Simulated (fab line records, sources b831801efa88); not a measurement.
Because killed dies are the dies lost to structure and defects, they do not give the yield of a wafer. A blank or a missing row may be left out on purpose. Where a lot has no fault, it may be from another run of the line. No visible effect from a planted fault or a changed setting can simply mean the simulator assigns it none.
One fault through the eyes of 2 desks    flow gf180mcu    every desk sees just its own numbers, and what lay behind them comes last

FOR THE TOOL OWNER'S DESK: wet bench-01
The tool's own readings at GF_STI_WET_ETCH_17 (etches Si3N4 in H3PO4, target depth 45 nm, time 514 s): means of the sampled wafers that have a number, for each lot that ran on this tool. The brackets show how far a lot's mean lies from the usual mean; more than 4 standard deviations puts the lot out of limits, marked OUT.
Columns: A = bath heat duty pct at GF_STI_WET_ETCH_17, usual 24.4 %; B = run length s at GF_STI_WET_ETCH_17, usual 543 s
lot   first seen here  A     B
L156  day 4 01:05      27.5  549
L160  day 4 21:17      25.0  214 (-89) OUT
L161  day 5 01:47      24.0  215 (-89) OUT
Finding of this desk: L160, L161 out of limits; the first was L160 at day 4 21:17, on run length s at GF_STI_WET_ETCH_17. In limits: L156.

FROM THE METROLOGY DESK
What the gauges read, lot by lot, whatever tool the lot ran on: means of the sampled wafers that have a number. The brackets show how far a lot's mean lies from the usual mean; more than 4 standard deviations puts the lot out of limits, marked OUT.
Columns: A = cd nm at GF_STI_CD_MEAS_12, usual 220.1 nm; B = STI_OXIDATION_01_THK at GF_STI_THK_MEAS_22, usual 15.0 nm; C = STI_CVD_23_THK at GF_STI_THK_MEAS_24, usual 650 nm
lot   first seen here  A      B     C
L156  day 4 00:45      221.6  15.5  649
L158  day 4 10:56      221.2  15.2  652
L160  day 4 20:56      220.0  14.5  644
L161  day 5 01:24      219.5  15.2  659
L169  day 6 20:05      221.0  15.1  641
L170  day 7 00:48      219.7  15.5  649
This desk found nothing out of limits on any of the 6 lots.

BROUGHT TOGETHER
An alarm could have come from the tool owner's desk at day 4 21:17, on L160, L161.
From the metrology desk's view, nothing was out of limits.
The metrology desk holds a record of L160, L161, inside its limits.
All the named lots went through GF_STI_WET_ETCH_17 on wet bench-01.

WHAT THE SIMULATOR PUT IN
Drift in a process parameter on wet bench-01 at GF_STI_WET_ETCH_17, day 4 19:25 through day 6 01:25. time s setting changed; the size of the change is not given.
Shown lots that were struck: L160, L161.
Each desk's first reading out of limits, in hours after the fault started: the tool owner's desk, 2.
